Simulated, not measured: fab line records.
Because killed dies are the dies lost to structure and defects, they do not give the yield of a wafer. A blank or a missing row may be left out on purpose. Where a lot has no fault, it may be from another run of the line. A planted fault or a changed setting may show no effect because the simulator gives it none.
Split-lot experiment -- flow sfq_line -- 27 wafers read across 5 lots, on a route 325 steps long

== ON THE SPLIT ==
At SFQ_TRILAYER_M7_DEP_SPUTTER_175 (material Nb, target thk 200 nm, time 133.3 s), the setting time_s was moved away from the recipe's 133.3 s on 12 of the 27 wafers read, by -36.9% to +52.1%. All remaining wafers had this setting at the recipe value.

== FROM THE SPLIT TO THE READING: what the file shows between them, 3 steps ==
- SFQ_M7_RS_MEAS_943: measures by four-point-probe
- SFQ_TRILAYER_M7_LITHO_COAT_182: resist thk 62 nm
- SFQ_TRILAYER_M7_BARC_OPEN_METAL_ETCH_229: etches BARC in O2, target depth 125 nm, time 41.7 s

== THE READING ==
oes_product_au, in a.u., at SFQ_TRILAYER_M7_ETCH_METAL_ETCH_180 (etches Nb in Cl2/Ar, stops on SiO2, target depth 240 nm, time 120 s). A value of 0.896 a.u. with a standard deviation of 0.0069 a.u. is what fault-free wafers of this fab line usually give.

wafer,"tool, chamber at the split","time_s as run, s",against the recipe,"oes_product_au, a.u.",against lot-mates on the recipe
L075.1,"pvd_sputter-04, -",90.55,-32.1%,0.724,-0.175
L075.2,"pvd_sputter-04, -",133.3,recipe,0.892,-
L075.3,"pvd_sputter-04, -",133.3,recipe,0.901,-
L075.4,"pvd_sputter-04, -",90.55,-32.1%,0.737,-0.162
L075.5,"pvd_sputter-04, -",133.3,recipe,0.905,-
L075.6,"pvd_sputter-04, -",90.55,-32.1%,0.734,-0.165
L076.3,"pvd_sputter-05, -",133.3,recipe,0.906,-
L076.4,"pvd_sputter-05, -",133.3,recipe,0.893,-
L076.5,"pvd_sputter-05, -",133.3,recipe,0.891,-
L078.1,"pvd_sputter-06, -",186.5,+39.9%,1.016,+0.116
L078.2,"pvd_sputter-06, -",186.5,+39.9%,0.990,+0.090
L078.3,"pvd_sputter-06, -",133.3,recipe,0.900,-
L078.4,"pvd_sputter-06, -",133.3,recipe,0.902,-
L078.5,"pvd_sputter-06, -",186.5,+39.9%,0.992,+0.092
L078.6,"pvd_sputter-06, -",133.3,recipe,0.898,-
L080.1,"pvd_sputter-04, -",133.3,recipe,0.899,-
L080.2,"pvd_sputter-04, -",84.16,-36.9%,0.715,-0.185
L080.3,"pvd_sputter-04, -",84.16,-36.9%,0.710,-0.190
L080.4,"pvd_sputter-04, -",133.3,recipe,0.906,-
L080.5,"pvd_sputter-04, -",133.3,recipe,0.895,-
L080.6,"pvd_sputter-04, -",84.16,-36.9%,0.712,-0.188
L084.1,"pvd_sputter-06, -",133.3,recipe,0.892,-
L084.2,"pvd_sputter-06, -",202.7,+52.1%,1.006,+0.106
L084.3,"pvd_sputter-06, -",202.7,+52.1%,1.017,+0.117
L084.4,"pvd_sputter-06, -",133.3,recipe,0.905,-
L084.5,"pvd_sputter-06, -",133.3,recipe,0.904,-
L084.6,"pvd_sputter-06, -",202.7,+52.1%,1.017,+0.117

FIT RESULTS
A straight line over all 27 wafers: oes_product_au changes by +0.0034 a.u. for each +1% of time_s; r = +0.95; the points scatter about the line by 0.03 a.u.
The same after taking each lot's own level away (the mean of its wafers on the recipe; 27 wafers): +0.00339 a.u. for each +1%; r = +0.95; scatter 0.03 a.u.
According to that fit, moving time_s by its largest amount changes the reading by 0.18 a.u.
The lots' own levels span 0.8967 to 0.9003 a.u., that is 0.5 times the standard deviation above.
The two slopes are in agreement: the lot-to-lot level therefore moves the slope only a little.
Check: for one of the wafers moved furthest among these (+52.1%), held out of the fit, the line's prediction against its lot-mates is +0.161 a.u. It came out at +0.106 a.u. against them.

== THESE WAFERS: OTHER SPLITS ==
These wafers also went through other splits before the reading. Each is held against what the fit with the lots' levels taken away leaves over:
other split on the same wafers,wafers away from the commonest value,r with oes_product_au (lot level and that fit taken away)
SFQ_TRILAYER_I3_VIA_BARC_OPEN_VIA_ETCH_121 time_s,9,+0.00
SFQ_TRILAYER_JJ_TRILAYER_DEP_SPUTTER_112 time_s,12,+0.10
SFQ_TRILAYER_M5_BARC_OPEN_METAL_ETCH_161 time_s,12,-0.06
SFQ_TRILAYER_R5_BARC_OPEN_METAL_ETCH_177 time_s,9,+0.09
SFQ_TRILAYER_M6_BARC_OPEN_METAL_ETCH_206 time_s,9,-0.01

== THE WHOLE CHAIN: every reading that the file lists as answering this split, in the file's order ==
step,what it does,reading,change (the file's fit),r (the file's)
SFQ_TRILAYER_M7_DEP_SPUTTER_175,"material Nb, target thk 200 nm, time 133.3 s","Nb_of_TRILAYER_M7_DEP_SPUTTER_175.thk_nm (the simulator's own value, which no gauge read)",+1.99 nm for each +1% of the setting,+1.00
SFQ_M7_RS_MEAS_943,measures by four-point-probe,M7_NB_RS,-0.00865 for each +1% of the setting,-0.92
SFQ_TRILAYER_M7_ETCH_METAL_ETCH_180,"etches Nb in Cl2/Ar, stops on SiO2, target depth 240 nm, time 120 s",oes_product_au,+0.00331 a.u. for each +1% of the setting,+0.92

== THE FILE'S OWN FIT ==
oes_product_au changes by +0.00331 a.u. for each +1% of time_s, r = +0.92.
